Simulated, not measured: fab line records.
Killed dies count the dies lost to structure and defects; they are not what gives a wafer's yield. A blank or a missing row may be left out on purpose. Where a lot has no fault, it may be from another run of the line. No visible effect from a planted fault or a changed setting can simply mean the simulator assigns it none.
fab line records	flow sky130
record lots=7	wafers=21	last_day=49
route steps=708 shown SONOS_ONO@186 GATE_OXIDE@187 PAD_OPEN@708
lots with no fault: from the same line, run without faults
start_h: hours from the record's opening day to when the first of the lot's shown wafers began	wait_h: hours since the lot's step before	" the same as in the row above	L1.1+2: several wafers, shown together as one row	- no value present, or no start provided	* or withheld: withheld	< > ~ a bound
route shown NAME@n: a module of which the file shows steps, and the number in the route of the first	usual: mean/standard deviation of fault-free wafers	same: alike in all rows	chamber/n: place in a boat	sites: each site's reading	_std_site: their standard deviation	_edge_site: mean of outer sites minus mean of inner sites	radius_mm: for every site, how far away it sits from the centre of the wafer	mask NAME#n: copy n	behind: tool/chamber where the wafer was last shaped	hold: cause of the lot's hold/its duration in hours/its outcome	device: which transistor (n, p or np) failed to switch	end of line: at the end of the route, the tests of the same wafers	a step given without rows: its recipe and nothing more	killed: dies lost to structure and defects at the first sort, not the wafer's yield	map: a wafer's dies, marking killed ones x, the rest . and places with no die _
set.NAME: the setting the step ran with; set.NAME@STEP: the setting that earlier step ran with	model.NAME: the simulator's own value behind a step, which no gauge read
lots at selected steps of the route; one table per step, one row per wafer
services: when a tool's chamber went out of use (start_h, in hours from the record's first day, below 0 if earlier), for how many hours, and the reason
## steps
# step SKY_SONOS_ONO_WET_ETCH_18
# recipe chemistry=H3PO4	target_depth_nm=15	target=Si3N4	temp_c=160	time_s=172
# step SKY_GATE_OXIDE_CLEAN_00
# recipe chemistry=SC1/SC2	mix=1:4:20	temp_c=70	time_s=150	dry=n2_spin
# step SKY_GATE_OXIDE_OXIDATION_01
# recipe temp_c=900	ambient=O2	stabilise_s=600	purge_s=300	target_thk_a=102.68	ox_time_s=1453
# step SKY_GATE_OXIDE_THK_MEAS_02
# recipe reads=SiO2_of_GATE_OXIDE_OXIDATION_01
# usual GATE_OXIDE_OXIDATION_00_THK=10.22/0.18
lot.wafer	tool	chamber	start_h	wait_h	GATE_OXIDE_OXIDATION_00_THK[nm]
L942.1	film_metro-02	-	294.20	0.0	9.82
L942.5	"	-	"	"	10.03
L942.6	"	-	"	"	10.01
L943.2	film_metro-04	-	297.42	0.0	10.11
L943.4	"	-	"	"	10.36
L943.5	"	-	"	"	10.35
L945.1	film_metro-04	-	330.29	0.0	9.77
L945.3	"	-	"	"	9.91
L945.6	"	-	"	"	9.91
L953.1	film_metro-03	-	402.06	0.0	10.27
L953.4	"	-	"	"	10.18
L953.6	"	-	"	"	10.27
L954.1	film_metro-04	-	409.25	0.0	10.38
L954.3	"	-	"	"	10.40
L954.5	"	-	"	"	10.29
L956.2	film_metro-04	-	413.53	0.0	10.10
L956.4	"	-	"	"	10.07
L956.6	"	-	"	"	10.15
L958.2	film_metro-02	-	444.18	0.0	10.18
L958.5	"	-	"	"	10.20
L958.6	"	-	"	"	10.33
# step SKY_GATE_OXIDE_DEHYDRATE_03
# recipe temp_c=200	time_s=60
# step SKY_GATE_OXIDE_HMDS_04
# recipe prime_time_s=60	prime_temp_c=120
# step SKY_GATE_OXIDE_COAT_05
# recipe resist=NOVOLAK	spin_rpm=3000	resist_thk_nm=1140
# step SKY_GATE_OXIDE_SOFTBAKE_06
# recipe temp_c=90	time_s=60	resist=NOVOLAK
# step SKY_GATE_OXIDE_EXPOSE_07
# recipe mask_id=LVOM	na=0.6	source_shape=conventional	sigma_outer=0.6	polarization=unpolarized	target_cd_nm=600	dose_mj=170
# step SKY_GATE_OXIDE_PEB_08
# recipe temp_c=withheld	time_s=*	resist=NOVOLAK
# step SKY_GATE_OXIDE_DEVELOP_09
# recipe resist=NOVOLAK	developer=TMAH	develop_time_s=60	dev_temp_c=23
# step SKY_GATE_OXIDE_OVL_MEAS_10
# usual GATE_OXIDE_OVL=-0.4/1.4
lot.wafer	tool	chamber	start_h	wait_h	GATE_OXIDE_OVL[nm]
L942.1	overlay-01	-	319.47	0.1	-1.3
L942.5	"	-	"	"	-0.5
L942.6	"	-	"	"	-2.7
L943.2	overlay-01	-	322.73	0.1	0.1
L943.4	"	-	"	"	-0.9
L943.5	"	-	"	"	-0.4
L945.1	overlay-02	-	357.38	0.1	1.5
L945.3	"	-	"	"	-2.5
L945.6	"	-	"	"	-0.2
L953.1	overlay-02	-	431.22	0.1	0.4
L953.4	"	-	"	"	-1.5
L953.6	"	-	"	"	0.8
L954.1	overlay-02	-	439.70	0.1	-1.4
L954.3	"	-	"	"	-0.5
L954.5	"	-	"	"	-0.9
L956.2	overlay-02	-	443.18	0.1	-1.6
L956.4	"	-	"	"	0.2
L956.6	"	-	"	"	-0.9
L958.2	overlay-02	-	474.62	0.1	2.0
L958.5	"	-	"	"	0.7
L958.6	"	-	"	"	1.4
# step SKY_GATE_OXIDE_IMPLANT_11
# recipe species=B	energy_kev=10	dose_cm2=2.6e+12	tilt_deg=withheld
# usual beam_energy_keV=10.000/0.0031	dose_ions_cm2=2.6006e+12/2.9e+09
# same implant_ion_amu=11
lot.wafer	tool	chamber	start_h	wait_h	beam_energy_keV	dose_ions_cm2	model.implant.rp_nm	model.implant.drp_nm
L942.1	implanter-04	0	319.50	0.0	8.474	2.5984e+12	28.01	15.24
L942.5	"	0	"	"	8.472	2.5975e+12	28.01	15.24
L942.6	"	0	"	"	8.470	2.6034e+12	28.01	15.24
L943.2	implanter-04	0	322.79	0.0	8.475	2.5993e+12	28.82	15.24
L943.4	"	0	"	"	8.475	2.5978e+12	28.82	15.24
L943.5	"	0	"	"	8.474	2.5921e+12	28.82	15.24
L945.1	implanter-04	0	357.41	0.0	8.469	2.6002e+12	28.26	15.24
L945.3	"	0	"	"	8.471	2.601e+12	28.26	15.24
L945.6	"	0	"	"	8.472	2.5952e+12	28.26	15.24
L953.1	implanter-03	0	431.25	0.0	10.003	2.5995e+12	32.81	17.11
L953.4	"	0	"	"	10.003	2.6011e+12	32.81	17.11
L953.6	"	0	"	"	10.006	2.6017e+12	32.81	17.11
L954.1	implanter-03	0	439.73	0.0	10.004	2.5984e+12	33.1	17.11
L954.3	"	0	"	"	10.003	2.6011e+12	33.1	17.11
L954.5	"	0	"	"	10.000	2.6016e+12	33.1	17.11
L956.2	implanter-03	0	443.24	0.0	10.000	2.6002e+12	32.59	17.11
L956.4	"	0	"	"	9.998	2.6065e+12	32.59	17.11
L956.6	"	0	"	"	9.997	2.6051e+12	32.59	17.11
L958.2	implanter-04	0	474.68	0.0	9.995	2.6019e+12	34.17	17.11
L958.5	"	0	"	"	10.003	2.601e+12	34.17	17.11
L958.6	"	0	"	"	9.999	2.5951e+12	34.17	17.11
# step SKY_GATE_OXIDE_WET_ETCH_12
# recipe chemistry=dHF	target_depth_nm=16.8	dry=n2_spin	target=SiO2	dilution=100:1	temp_c=25	time_s=336
# step SKY_PAD_OPEN_PROBE_99
# usual killed_at_M0_to_M3=44/7.3	killed_at_M4_up=3.1/1.9	killed_at_contacts=24/5.3	killed_at_front_end=15/4	killed_at_other=0.4/0.6	killed_dies=86/9.2	killed_open=47/6.9	killed_short=39/6.9
# same gross_dies=492	killed_at_back_side=0
lot.wafer	tool	chamber	start_h	wait_h	killed_at_M0_to_M3	killed_at_M4_up	killed_at_contacts	killed_at_front_end	killed_at_other	killed_dies	killed_open	killed_short	model.etest.pfet_01v8_lvt.drive_ua_um	model.etest.pfet_01v8_lvt.off_log10_a_um	model.etest.pfet_01v8_lvt.vt_sat_v	model.etest.pfet_01v8_lvt.vt_v	model.etest.pfet_01v8_lvt.vt_long_v	model.etest.nfet_01v8_lvt.vt_long_v	model.etest.pfet_01v8_lvt.body_rise_v	model.etest.pfet_01v8.body_rise_v
L942.1	prober-02	-	1082.29	0.1	35	1	22	16	1	75	42	33	170.5	-9.88	-0.4904	-0.5689	-0.6801	0.4532	-0.1975	-0.1935
L942.5	prober-02	-	1082.49	0.2	42	1	26	18	0	87	46	41	168	-10.03	-0.4892	-0.5702	-0.6828	0.4506	-0.1969	-0.193
L942.6	prober-02	-	1082.54	0.2	44	3	18	12	0	77	39	38	170.4	-9.717	-0.493	-0.574	-0.6842	0.4478	-0.1951	-0.193
L943.2	prober-01	-	1085.83	0.1	30	5	26	9	2	72	43	27	163.3	-10.02	-0.503	-0.5785	-0.6918	0.4605	-0.2019	-0.1975
L943.4	prober-01	-	1085.93	0.2	34	3	24	15	3	79	46	32	162.4	-9.993	-0.5083	-0.5821	-0.6922	0.4611	-0.2031	-0.1997
L943.5	prober-01	-	1085.98	0.2	45	7	20	15	0	87	46	41	162.4	-9.86	-0.4989	-0.5753	-0.6887	0.4686	-0.203	-0.2011
L945.1	prober-01	-	1110.61	0.1	40	3	16	16	0	75	41	34	171.1	-9.539	-0.478	-0.5601	-0.6751	0.4534	-0.1992	-0.1958
L945.3	prober-01	-	1110.71	0.2	49	2	16	16	0	83	48	34	168.1	-9.648	-0.4811	-0.5626	-0.6792	0.4559	-0.2019	-0.1958
L945.6	prober-01	-	1110.86	0.2	41	1	20	14	0	76	46	30	170.4	-9.749	-0.4833	-0.5657	-0.678	0.4507	-0.1995	-0.1923
L953.1	prober-02	-	1154.71	0.1	43	2	29	19	1	94	43	51	173.5	-8.861	-0.4373	-0.5253	-0.6441	0.4383	-0.2049	-0.1879
L953.4	prober-02	-	1154.86	0.2	47	2	18	17	0	84	48	35	173.2	-8.887	-0.4435	-0.5304	-0.6481	0.4352	-0.2041	-0.1873
L953.6	prober-02	-	1154.96	0.2	43	5	32	19	0	99	57	42	174.5	-8.962	-0.4393	-0.5254	-0.6468	0.4412	-0.2016	-0.1873
L954.1	prober-02	-	1160.99	0.1	39	5	22	22	0	88	56	31	175.5	-8.591	-0.4151	-0.504	-0.6274	0.4513	-0.2115	-0.1921
L954.3	prober-02	-	1161.09	0.2	46	1	25	11	0	83	48	34	177	-8.665	-0.4237	-0.5146	-0.6364	0.4488	-0.2104	-0.1904
L954.5	prober-02	-	1161.19	0.2	42	2	29	12	1	86	45	41	177.2	-8.606	-0.416	-0.5101	-0.6298	0.4473	-0.2092	-0.1888
L956.2	prober-02	-	1167.45	0.1	54	4	28	13	1	100	66	33	176.7	-8.67	-0.4147	-0.5101	-0.6345	0.4462	-0.2063	-0.1877
L956.4	prober-02	-	1167.55	0.2	50	5	15	17	0	87	41	45	176.4	-8.609	-0.4139	-0.5096	-0.6346	0.4413	-0.2063	-0.189
L956.6	prober-02	-	1167.65	0.2	46	1	31	12	0	90	49	41	178.2	-8.533	-0.4197	-0.5171	-0.639	0.4346	-0.2031	-0.1852
L958.2	prober-01	-	1179.59	0.1	38	3	30	16	0	87	42	45	173.1	-8.944	-0.4459	-0.5388	-0.6533	0.4403	-0.2045	-0.1875
L958.5	prober-01	-	1179.74	0.2	54	4	23	14	0	95	40	55	174.7	-8.783	-0.4415	-0.5333	-0.6513	0.4396	-0.2042	-0.1877
L958.6	prober-01	-	1179.79	0.2	36	3	24	27	0	90	40	50	173	-8.871	-0.4477	-0.5403	-0.6558	0.4411	-0.2039	-0.189
# killed by level:class
L942.1 VIA1:geometric_particle:open=9 CONTACT:geometric_particle:open=8 LI_CONTACT:geometric_particle:open=7 FIELD_ISO:geometric_particle:short=6 VIA3:geometric_particle:open=5 FIELD_ISO:geometric_particle:open=4 VIA1:geometric_particle:short=4 METAL2:geometric_particle:short=4
L942.5 VIA3:geometric_particle:open=9 CONTACT:geometric_particle:short=8 VIA2:geometric_particle:open=8 METAL2:geometric_particle:short=6 LOCAL_INTERCONNECT:geometric_particle:short=6 CONTACT:geometric_particle:open=6 POLY_GATE:geometric_particle:open=5 VIA1:geometric_particle:open=5
L942.6 VIA1:geometric_particle:open=14 LI_CONTACT:geometric_particle:open=6 METAL2:geometric_particle:short=6 VIA3:geometric_particle:short=5 CONTACT:geometric_particle:short=5 VIA2:geometric_particle:open=5 CONTACT:geometric_particle:open=4 METAL1:geometric_particle:short=4
L943.2 CONTACT:geometric_particle:open=11 LI_CONTACT:geometric_particle:open=6 VIA1:geometric_particle:open=6 VIA3:geometric_particle:open=6 LOCAL_INTERCONNECT:geometric_particle:short=4 FIELD_ISO:geometric_particle:open=3 POLY_GATE:geometric_particle:open=3 METAL1:geometric_particle:short=3
L943.4 LI_CONTACT:geometric_particle:open=10 VIA1:geometric_particle:open=9 CONTACT:geometric_particle:open=6 VIA3:geometric_particle:open=6 METAL2:geometric_particle:short=5 FIELD_ISO:geometric_particle:short=4 FIELD_ISO:geometric_particle:open=4 CONTACT:geometric_particle:short=4
L943.5 VIA2:geometric_particle:open=12 VIA1:geometric_particle:open=12 CONTACT:geometric_particle:open=9 FIELD_ISO:geometric_particle:short=6 METAL3:geometric_particle:short=6 METAL4:geometric_particle:short=6 LI_CONTACT:geometric_particle:open=5 METAL1:geometric_particle:short=5
L945.1 VIA3:geometric_particle:open=10 VIA1:geometric_particle:open=9 FIELD_ISO:geometric_particle:short=5 CONTACT:geometric_particle:open=5 CONTACT:geometric_particle:short=5 FIELD_ISO:geometric_particle:open=3 SPACER:geometric_particle:open=3 METAL1:geometric_particle:short=3
L945.3 VIA1:geometric_particle:open=14 VIA3:geometric_particle:open=8 METAL2:geometric_particle:short=7 LI_CONTACT:geometric_particle:open=6 POLY_GATE:geometric_particle:open=5 VIA2:geometric_particle:open=5 VIA2:geometric_particle:short=4 CONTACT:geometric_particle:open=4
L945.6 VIA1:geometric_particle:open=14 LI_CONTACT:geometric_particle:open=7 VIA2:geometric_particle:open=6 VIA3:geometric_particle:open=6 CONTACT:geometric_particle:open=5 FIELD_ISO:geometric_particle:short=4 CONTACT:geometric_particle:short=4 METAL2:geometric_particle:short=4
L953.1 CONTACT:geometric_particle:open=10 VIA2:geometric_particle:open=8 VIA3:geometric_particle:open=7 FIELD_ISO:geometric_particle:short=6 CONTACT:geometric_particle:short=6 VIA1:geometric_particle:open=6 VIA3:geometric_particle:short=6 LOCAL_INTERCONNECT:geometric_particle:short=5
L953.4 VIA2:geometric_particle:open=13 VIA1:geometric_particle:open=8 FIELD_ISO:geometric_particle:open=6 LI_CONTACT:geometric_particle:open=6 VIA2:geometric_particle:short=6 CONTACT:geometric_particle:open=5 METAL1:geometric_particle:short=5 CONTACT:geometric_particle:short=4
L953.6 LI_CONTACT:geometric_particle:open=12 CONTACT:geometric_particle:open=10 VIA1:geometric_particle:open=7 VIA1:geometric_particle:short=6 VIA2:geometric_particle:open=6 VIA3:geometric_particle:open=6 FIELD_ISO:geometric_particle:open=4 CONTACT:geometric_particle:short=4
L954.1 CONTACT:geometric_particle:open=14 VIA1:geometric_particle:open=9 POLY_GATE:geometric_particle:open=8 VIA2:geometric_particle:open=7 METAL2:geometric_particle:short=7 FIELD_ISO:geometric_particle:open=6 VIA3:geometric_particle:open=5 METAL4:geometric_particle:short=5
L954.3 VIA1:geometric_particle:open=14 CONTACT:geometric_particle:open=10 METAL1:geometric_particle:short=8 VIA2:geometric_particle:open=7 FIELD_ISO:geometric_particle:open=6 LI_CONTACT:geometric_particle:open=6 CONTACT:geometric_particle:short=5 FIELD_ISO:geometric_particle:short=4
L954.5 CONTACT:geometric_particle:open=10 VIA1:geometric_particle:open=9 VIA3:geometric_particle:open=8 LOCAL_INTERCONNECT:geometric_particle:short=6 FIELD_ISO:geometric_particle:open=5 VIA1:geometric_particle:short=5 CONTACT:geometric_particle:short=5 METAL1:geometric_particle:short=5
L956.2 VIA1:geometric_particle:open=19 CONTACT:geometric_particle:open=12 LI_CONTACT:geometric_particle:open=8 VIA1:geometric_particle:short=7 POLY_GATE:geometric_particle:open=6 METAL2:geometric_particle:short=6 VIA3:geometric_particle:open=6 METAL1:geometric_particle:short=4
L956.4 VIA3:geometric_particle:open=10 VIA1:geometric_particle:open=10 METAL2:geometric_particle:short=8 VIA1:geometric_particle:short=6 VIA2:geometric_particle:open=5 FIELD_ISO:geometric_particle:short=4 POLY_GATE:geometric_particle:short=4 POLY_GATE:geometric_particle:open=4
L956.6 VIA1:geometric_particle:open=13 VIA1:geometric_particle:short=12 CONTACT:geometric_particle:open=11 LI_CONTACT:geometric_particle:open=7 POLY_GATE:geometric_particle:open=6 VIA3:geometric_particle:open=5 LOCAL_INTERCONNECT:geometric_particle:short=5 CONTACT:geometric_particle:short=5
L958.2 CONTACT:geometric_particle:open=11 CONTACT:geometric_particle:short=10 VIA3:geometric_particle:open=8 METAL1:geometric_particle:short=6 FIELD_ISO:geometric_particle:short=5 LI_CONTACT:geometric_particle:open=5 METAL3:geometric_particle:short=5 VIA3:geometric_particle:short=5
L958.5 CONTACT:geometric_particle:open=13 METAL2:geometric_particle:short=12 METAL1:geometric_particle:short=10 VIA3:geometric_particle:open=7 VIA2:geometric_particle:open=6 FIELD_ISO:geometric_particle:short=5 LOCAL_INTERCONNECT:geometric_particle:short=4 VIA1:geometric_particle:open=4
L958.6 METAL1:geometric_particle:short=8 FIELD_ISO:geometric_particle:open=7 FIELD_ISO:geometric_particle:short=7 POLY_GATE:geometric_particle:short=6 CONTACT:geometric_particle:open=6 LI_CONTACT:geometric_particle:open=6 VIA1:geometric_particle:open=6 CONTACT:geometric_particle:short=5
## services
tool	chamber	start_h	hours	kind
implanter-04	-	306.67	1.8	repair
implanter-03	-	322.08	4.7	pm
implanter-04	-	326.57	22.0	pm
implanter-04	-	404.35	1.2	repair
implanter-04	-	413.14	5.0	repair
## key
first_sign step=SKY_GATE_OXIDE_IMPLANT_11	reading=beam_energy_keV	direction=down	sigmas=99+	usual=*	struck=*
effect none on later readings
model_effect step=SKY_GATE_OXIDE_IMPLANT_11	value=implant.rp_nm	without=32.48	struck=28.37
model_effect step=SKY_PAD_OPEN_PROBE_99	value=etest.pfet_01v8_lvt.drive_ua_um	without=171.9	struck=167.4
met_at SKY_GATE_OXIDE_IMPLANT_11
struck_wafers L942.1,L942.5,L942.6,L943.2,L943.4,L943.5,L945.1,L945.3,L945.6
tester_left_out L942,L943,L945
fault kind=process_parameter_drift	tool=implanter-04	chamber=-	onset_h=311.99	steps=SKY_GATE_OXIDE_IMPLANT_11	channel=energy_kev	offset=*	shape=step	end_h=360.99	acts_in=*	stated=*
# tester_left_out: of these lots the tester's yield and bins aren't shown, on N5 and GAA mostly nor the transistor test; their killed dies are dies lost to structure and defects alone, not to doping, threshold or leakage, so they don't give the yield
